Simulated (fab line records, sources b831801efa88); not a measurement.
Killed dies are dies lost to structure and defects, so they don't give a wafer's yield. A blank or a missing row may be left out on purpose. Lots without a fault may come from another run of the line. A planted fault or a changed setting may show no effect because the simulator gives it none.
fab line records | flow sky130
record lots=6 wafers=17 last_day=50
route steps=708 shown CONTACT@418 METAL1@434
lots that met no fault: from a run of the same line without faults
start_h: hours from the record's first day to the start of the lot's first wafer shown | wait_h: hours since the lot's step before | " the same as in the row above | L1.1+2: a row that stands for several wafers | - no value, or no start given | * or withheld: withheld | < > ~ a bound
route shown NAME@n: a module of which the file shows steps, and the number in the route of the first | usual: mean/standard deviation of fault-free wafers | same: alike in all rows | chamber/n: place in a boat | sites: the reading at each site | _std_site: their standard deviation | _edge_site: outer sites' mean less inner sites' | radius_mm: how far each site lies from the wafer's centre | mask NAME#n: copy n | behind: the tool/chamber that last shaped the wafer | hold: why the lot was held/for how many hours/how that ended | device: the transistor (n, p or np) that didn't switch | end of line: the same wafers' tests at the end of the route | a step without rows: its recipe alone | killed: dies lost to structure and defects at the first sort, not the wafer's yield | map: a wafer's dies, x killed, . not, _ none there
set.NAME: the setting as run; set.NAME@STEP: as run at that earlier step | model.NAME: the simulator's own value behind a step, which no gauge read
lots at some steps of the route; a table a step, a row a wafer
services: from which hour (start_h, from the record's first day; less than 0 if before it) a tool's chamber was out of use, for how many hours, and why
## steps
# step SKY_CONTACT_PEB_12
# recipe peb_temp_c=withheld peb_time_s=withheld resist=KrF-thick
# step SKY_CONTACT_DEVELOP_13
# recipe develop_time_s=60 resist=KrF-thick dev_temp_c=21
# step SKY_CONTACT_CD_MEAS_14
# recipe target_cd_nm=170
# usual cd_nm=170.4/1.2
# columns lot.wafer tool chamber start_h wait_h cd_nm
L165.4 cd_sem-02 - 731.20 - 169.1
L165.5 " - " " 168.9
L165.6 " - " " 169.1
L169.3 cd_sem-02 - 770.18 - 170.9
L169.4 " - " " 170.3
L169.6 " - " " 170.2
L183.1 cd_sem-02 - 875.89 - 168.3
L183.4 " - " " 168.7
L186.3 cd_sem-02 - 891.65 - 171.9
L186.5 " - " " 171.1
L186.6 " - " " 171.3
L184.2 cd_sem-02 - 892.96 - 172.4
L184.4 " - " " 171.3
L184.6 " - " " 171.6
L187.3 cd_sem-02 - 898.63 - 171.8
L187.5 " - " " 171.9
L187.6 " - " " 173.3
# step SKY_CONTACT_OVL_MEAS_15
# usual CONTACT_OVL=-5/6
# columns lot.wafer tool chamber start_h wait_h CONTACT_OVL[nm]
L165.4 overlay-02 - 731.28 0.1 -17
L165.5 " - " " 0
L165.6 " - " " -16
L169.3 overlay-01 - 770.27 0.1 3
L169.4 " - " " 3
L169.6 " - " " 1
L183.1 overlay-02 - 876.01 0.1 -10
L183.4 " - " " -8
L186.3 overlay-02 - 891.74 0.1 -2
L186.5 " - " " 0
L186.6 " - " " -14
L184.2 overlay-01 - 893.07 0.1 0
L184.4 " - " " -8
L184.6 " - " " -6
L187.3 overlay-01 - 898.72 0.1 -1
L187.5 " - " " -11
L187.6 " - " " -7
# step SKY_CONTACT_ETCH_16
# recipe chemistry=N2/H2 target=BARC ion_energy_ev=200 source_w=500 bias_w=100 pressure_mtorr=30 n2_flow_sccm=100 h2_flow_sccm=200 stop_on=SiO2 time_s=45.9 target_depth_a=600
# usual drypump_motor_current_A=5.7/0.66 oes_product_au=0.854/0.0057 throttle_valve_pct=13.226/0.0084
# columns lot.wafer tool chamber start_h wait_h drypump_motor_current_A oes_product_au rf_hours_counter_h throttle_valve_pct
L165.4 rie_diel-01 3 731.32 0.0 5.0 0.857 - 13.229
L165.5 " 0 " " 6.1 0.857 - 13.231
L165.6 " 2 " " 6.7 0.848 - 13.233
L169.3 rie_diel-01 2 770.29 0.0 6.7 0.859 0 13.240
L169.4 " 1 " " 5.1 0.859 0 13.226
L169.6 " 3 " " 5.1 0.860 - 13.227
L183.1 rie_diel-01 2 876.05 0.0 6.7 0.859 3 13.221
L183.4 " 3 " " 5.1 0.860 1 13.223
L186.3 rie_diel-01 2 891.77 0.0 6.7 0.850 4 13.237
L186.5 " 2 " " 6.7 0.856 - 13.230
L186.6 " 1 " " 5.1 0.848 - 13.227
L184.2 rie_diel-01 3 893.10 0.0 5.1 0.855 1 13.224
L184.4 " 0 " " 6.1 0.854 4 13.227
L184.6 " 2 " " 6.7 0.855 - 13.233
L187.3 rie_diel-04 1 898.75 0.0 5.1 0.851 18 13.219
L187.5 " 0 " " 5.5 0.860 - 13.228
L187.6 " 3 " " 5.8 0.863 - 13.230
# step SKY_CONTACT_ETCH_17
# recipe target=SiO2 chemistry=C4F8/O2/Ar stop_on=Si3N4 mask_material=KrF-thick source_w=1500 bias_w=1200 pressure_mtorr=40 c4f8_flow_sccm=withheld O2_flow_sccm=6 Ar_flow_sccm=300 time_s=withheld target_depth_a=3400
# step SKY_CONTACT_ETCH_18
# recipe target=Si3N4 chemistry=CHF3/O2 stop_on=TiN source_w=600 bias_w=200 pressure_mtorr=40 chf3_flow_sccm=50 O2_flow_sccm=5 time_s=39 target_depth_a=750
# usual drypump_motor_current_A=5.7/0.66 oes_product_au=0.855/0.0086 throttle_valve_pct=8.795/0.0092
# columns lot.wafer tool chamber start_h wait_h drypump_motor_current_A oes_product_au rf_hours_counter_h throttle_valve_pct
L165.4 rie_diel-01 3 - - 5.1 0.853 - 8.814
L165.5 " 0 " " 6.1 0.862 - 8.789
L165.6 " 2 " " 6.7 0.854 - 8.785
L169.3 rie_diel-01 2 - - 6.7 0.858 0 8.793
L169.4 " 1 " " 5.1 0.863 1 8.790
L169.6 " 3 " " 5.1 0.866 - 8.792
L183.1 rie_diel-01 2 - - 6.7 0.855 3 8.787
L183.4 " 3 " " 5.1 0.872 1 8.821
L186.3 rie_diel-01 2 - - 6.7 0.856 4 8.787
L186.5 " 2 " " 6.7 0.863 - 8.792
L186.6 " 1 " " 5.1 0.856 - 8.805
L184.2 rie_diel-01 3 - - 5.1 0.844 1 8.779
L184.4 " 0 " " 6.1 0.856 5 8.799
L184.6 " 2 " " 6.7 0.850 - 8.779
L187.3 rie_diel-04 1 - - 5.1 0.851 18 8.795
L187.5 " 0 " " 5.5 0.869 - 8.788
L187.6 " 3 " " 5.8 0.880 - 8.781
# step SKY_CONTACT_STRIP_19
# recipe chemistry=O2/N2 power_w=1400 pressure_mtorr=1500 platen_temp_c=withheld o2_flow_sccm=3000 n2_flow_sccm=300 overash_fraction=0.5
# usual drypump_motor_current_A=5.6/0.53 oes_product_au=0.380/0.0046 strip_time_to_endpoint_s=3.621/0.027
# columns lot.wafer tool chamber start_h wait_h drypump_motor_current_A oes_product_au rf_hours_counter_h strip_time_to_endpoint_s
L165.4 plasma_asher-02 0 731.46 - 4.8 0.378 - 3.540
L165.5 " 1 " " 5.8 0.374 - 3.625
L165.6 " 0 " " 4.8 0.380 - 3.624
L169.3 plasma_asher-02 1 770.46 - 5.8 0.379 - 3.688
L169.4 " 0 " " 4.8 0.375 - 3.584
L169.6 " 0 " " 4.8 0.375 - 3.582
L183.1 plasma_asher-02 0 876.18 - 4.8 0.378 73 3.662
L183.4 " 1 " " 5.8 0.387 - 3.614
L186.3 plasma_asher-01 1 891.93 - 5.6 0.382 - 3.628
L186.5 " 1 " " 5.7 0.380 - 3.622
L186.6 " 0 " " 6.3 0.372 - 3.586
L184.2 plasma_asher-01 1 893.23 - 5.6 0.380 108 3.575
L184.4 " 1 " " 5.7 0.378 - 3.611
L184.6 " 1 " " 5.6 0.377 - 3.637
L187.3 plasma_asher-02 0 898.91 - 4.8 0.388 - 3.610
L187.5 " 0 " " 4.8 0.378 - 3.632
L187.6 " 1 " " 5.8 0.381 - 3.622
# step SKY_CONTACT_STRIP_20
# recipe chemistry=post_etch_residue_remover time_s=1200 temp_c=72.5
# step SKY_CONTACT_CLEAN_21
# recipe chemistry=IPA time_s=180 temp_c=25
# step SKY_CONTACT_CLEAN_22
# recipe chemistry=O3/DIW dry=n2_spin
# step SKY_CONTACT_SPUTTER_23
# recipe material=TiN target_thk_nm=20 chamber_pressure_pa=5 power_w=4000 time_s=80
# usual cathode_dc_power_W=4000.0/0.8 throttle_valve_pct=29.9/1
# columns lot.wafer tool chamber start_h wait_h cathode_dc_power_W throttle_valve_pct
L165.4 pvd_sputter-02 - 732.05 0.0 4000.5 29.8
L165.5 " - " " 4000.9 30.0
L165.6 " - " " 3999.1 30.5
L169.3 pvd_sputter-01 - 771.03 0.0 4000.4 31.6
L169.4 " - " " 4001.1 30.4
L169.6 " - " " 4000.8 29.5
L183.1 pvd_sputter-04 - 876.77 0.0 4000.1 29.3
L183.4 " - " " 3999.4 28.2
L186.3 pvd_sputter-02 - 892.50 0.0 3998.8 30.2
L186.5 " - " " 4000.4 27.8
L186.6 " - " " 4000.0 30.2
L184.2 pvd_sputter-01 - 893.83 0.0 3999.1 31.7
L184.4 " - " " 3999.9 30.3
L184.6 " - " " 3999.7 30.7
L187.3 pvd_sputter-02 - 899.47 0.0 3999.7 30.2
L187.5 " - " " 3999.6 30.6
L187.6 " - " " 4000.3 30.0
# step SKY_CONTACT_CVD_24
# recipe material=W target_thk_nm=340 time_s=102.12 temp_c=400 pressure_torr=40
# usual heater_power_w=801/25
# columns lot.wafer tool chamber start_h wait_h heater_power_w model.W_of_CONTACT_CVD_24.thk_nm
L165.4 cvd_w-01 0 732.15 0.1 810 337.3
L165.5 " 1 " " 798 340.2
L165.6 " 0 " " 843 338.6
L169.3 cvd_w-02 1 771.13 0.1 818 338.9
L169.4 " 0 " " 783 335.2
L169.6 " 1 " " 796 334.4
L183.1 cvd_w-02 0 876.83 0.0 775 461.6
L183.4 " 0 " " 783 463.1
L186.3 cvd_w-01 0 892.59 0.1 837 342.2
L186.5 " 1 " " 788 335.7
L186.6 " 0 " " 839 338.3
L184.2 cvd_w-02 0 893.89 0.0 761 457.7
L184.4 " 0 " " 801 456.8
L184.6 " 1 " " 784 332.3
L187.3 cvd_w-01 0 899.57 0.1 827 339.3
L187.5 " 1 " " 789 337.4
L187.6 " 0 " " 864 341.1
# step SKY_CONTACT_RS_MEAS_25
# recipe thk_meas_gauge=four-point-probe reads=W_of_CONTACT_CVD_24+TiN_of_CONTACT_SPUTTER_23
# usual CONTACT_W_RS=0.3404/0.003
# columns lot.wafer tool chamber start_h wait_h CONTACT_W_RS[ohm/sq]
L165.4 film_metro-03 - 732.29 0.1 0.3410
L165.5 " - " " 0.3383
L165.6 " - " " 0.3396
L169.3 film_metro-02 - 771.24 0.1 0.3381
L169.4 " - " " 0.3425
L169.6 " - " " 0.3430
L183.1 film_metro-04 - 876.94 0.1 0.2485
L183.4 " - " " 0.2477
L186.3 film_metro-04 - 892.71 0.1 0.3368
L186.5 " - " " 0.3420
L186.6 " - " " 0.3404
L184.2 film_metro-04 - 894.02 0.1 0.2511
L184.4 " - " " 0.2512
L184.6 " - " " 0.3464
L187.3 film_metro-04 - 899.68 0.1 0.3391
L187.5 " - " " 0.3409
L187.6 " - " " 0.3373
# step SKY_CONTACT_THK_MEAS_26
# recipe thk_meas_gauge=xrf reads=W_of_CONTACT_CVD_24
# usual CONTACT_W_THK=337/5.7
# columns lot.wafer tool chamber start_h wait_h CONTACT_W_THK[nm]
L165.4 film_metro-03 - 732.38 0.1 343
L165.5 " - " " 343
L165.6 " - " " 343
L169.3 film_metro-02 - 771.34 0.1 330
L169.4 " - " " 328
L169.6 " - " " 326
L183.1 film_metro-04 - 877.06 0.1 467
L183.4 " - " " 471
L186.3 film_metro-04 - 892.81 0.1 339
L186.5 " - " " 335
L186.6 " - " " 336
L184.2 film_metro-04 - 894.13 0.1 454
L184.4 " - " " 452
L184.6 " - " " 332
L187.3 film_metro-04 - 899.78 0.1 338
L187.5 " - " " 335
L187.6 " - " " 341
# step SKY_CONTACT_CMP_27
# recipe stop_on=SiO2 t_overpolish_s=15 down_force_psi=3.5 platen_rpm=60 target_thk_nm=0 pad_velocity_m_s=0.94248
# usual head_pressure_psi=3.499/0.0073 motor_current_A=11.4/1.3 time_to_endpoint_s=82/4.4
# columns lot.wafer tool chamber start_h wait_h head_pressure_psi motor_current_A time_to_endpoint_s
L165.4 cmp-02 1 732.41 0.0 3.496 11.6 82
L165.6 " 1 " " 3.491 11.2 83
L165.5 " 2 " " 3.508 13.0 88
L169.3 cmp-02 2 771.48 0.1 3.502 13.2 80
L169.4 " 3 " " 3.493 10.9 72
L169.6 " 1 " " 3.496 11.2 77
L183.1 cmp-01 1 877.22 0.1 3.516 13.2 109
L183.4 " 2 " " 3.488 8.2 106
L186.3 cmp-01 2 892.90 0.1 3.499 8.2 78
L186.6 " 1 " " 3.502 12.7 83
L186.5 " 2 " " 3.502 8.7 78
L184.4 cmp-01 1 894.28 0.1 3.506 13.2 110
L184.2 " 2 " " 3.494 8.0 106
L184.6 " 3 " " 3.502 12.2 83
L187.3 cmp-02 0 899.82 0.0 3.495 10.0 81
L187.6 " 0 " " 3.501 10.0 84
L187.5 " 1 " " 3.511 11.2 76
# step SKY_METAL1_SPUTTER_00
# recipe material=Ti target_thk_nm=15 power_w=3000 time_s=10 chamber_pressure_pa=0.4
# usual cathode_dc_power_W=3000.0/0.52 throttle_valve_pct=30.0/1.1
# columns lot.wafer tool chamber start_h wait_h cathode_dc_power_W throttle_valve_pct
L165.4 pvd_sputter-04 - 732.71 0.2 3000.2 28.6
L165.5 " - " " 2999.9 28.7
L165.6 " - " " 3000.2 29.1
L169.3 pvd_sputter-03 - 771.68 0.1 3000.5 29.6
L169.4 " - " " 2999.6 31.0
L169.6 " - " " 2999.6 29.0
L183.1 pvd_sputter-03 - 877.42 0.1 2999.2 29.6
L183.4 " - " " 3000.6 28.8
L186.3 pvd_sputter-03 - 893.15 0.2 3000.4 31.9
L186.5 " - " " 2999.9 28.9
L186.6 " - " " 3000.4 29.6
L184.2 pvd_sputter-02 - 894.48 0.1 3000.2 30.5
L184.4 " - " " 3000.3 30.1
L184.6 " - " " 3000.3 30.1
L187.3 pvd_sputter-03 - 900.12 0.2 3000.7 30.9
L187.5 " - " " 3000.1 31.1
L187.6 " - " " 2999.9 28.8
## services
# columns tool chamber start_h hours kind
pvd_sputter-03 - 712.67 1.9 repair
rie_diel-04 2 715.72 2.0 repair
cmp-02 - 733.83 5.2 pm
rie_diel-01 - 734.06 0.6 repair
cmp-02 - 744.04 4.0 pm
cvd_w-02 - 752.31 0.3 repair
plasma_asher-01 - 753.59 0.4 repair
cvd_w-01 0 754.57 4.1 repair
rie_diel-04 2 764.15 4.8 repair
cvd_w-01 - 770.69 0.9 repair
rie_diel-01 - 774.10 0.3 repair
cmp-01 - 782.30 0.8 repair
rie_diel-01 - 787.82 15.6 pm
cmp-01 - 797.15 2.5 repair
cmp-01 - 805.97 0.5 repair
pvd_sputter-03 - 806.46 5.6 repair
pvd_sputter-02 - 819.61 9.3 repair
pvd_sputter-02 - 821.36 15.1 repair
cmp-01 - 866.27 0.6 repair
cvd_w-02 - 866.41 2.0 repair
pvd_sputter-02 - 867.83 2.4 repair
cmp-02 - 870.84 2.4 repair
cmp-02 - 881.19 3.1 repair
plasma_asher-02 - 886.01 0.6 repair
## key
first_sign step=SKY_CONTACT_RS_MEAS_25 reading=CONTACT_W_RS direction=down sigmas=31 usual=0.3404 struck=0.2496
effect step=SKY_CONTACT_THK_MEAS_26 reading=CONTACT_W_THK direction=up sigmas=22 usual=337 struck=461
effect step=SKY_CONTACT_CMP_27 reading=time_to_endpoint_s direction=up sigmas=6 usual=* struck=*
model_effect step=SKY_CONTACT_CVD_24 value=W_of_CONTACT_CVD_24.thk_nm without=337.7 struck=459.8
met_at SKY_CONTACT_CVD_24
struck_wafers L183.1,L183.4,L184.2,L184.4
sort_left_out L183.1,L183.4
tester_left_out L183,L184
onset_between 771.13 876.83
fault kind=process_parameter_drift tool=cvd_w-02 chamber=0 onset_h=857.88 steps=SKY_CONTACT_CVD_24 channel=target_thk_nm offset=122.78 shape=step end_h=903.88 acts_in=these_recipes_only stated=340
# tester_left_out: of these lots the tester's yield and bins aren't shown, on N5 and GAA mostly nor the transistor test; their killed dies are dies lost to structure and defects alone, not to doping, threshold or leakage, so they don't give the yield
# sort_left_out: the simulated sort isn't trusted on such a fault, so these wafers' sort isn't shown, and their yield isn't known
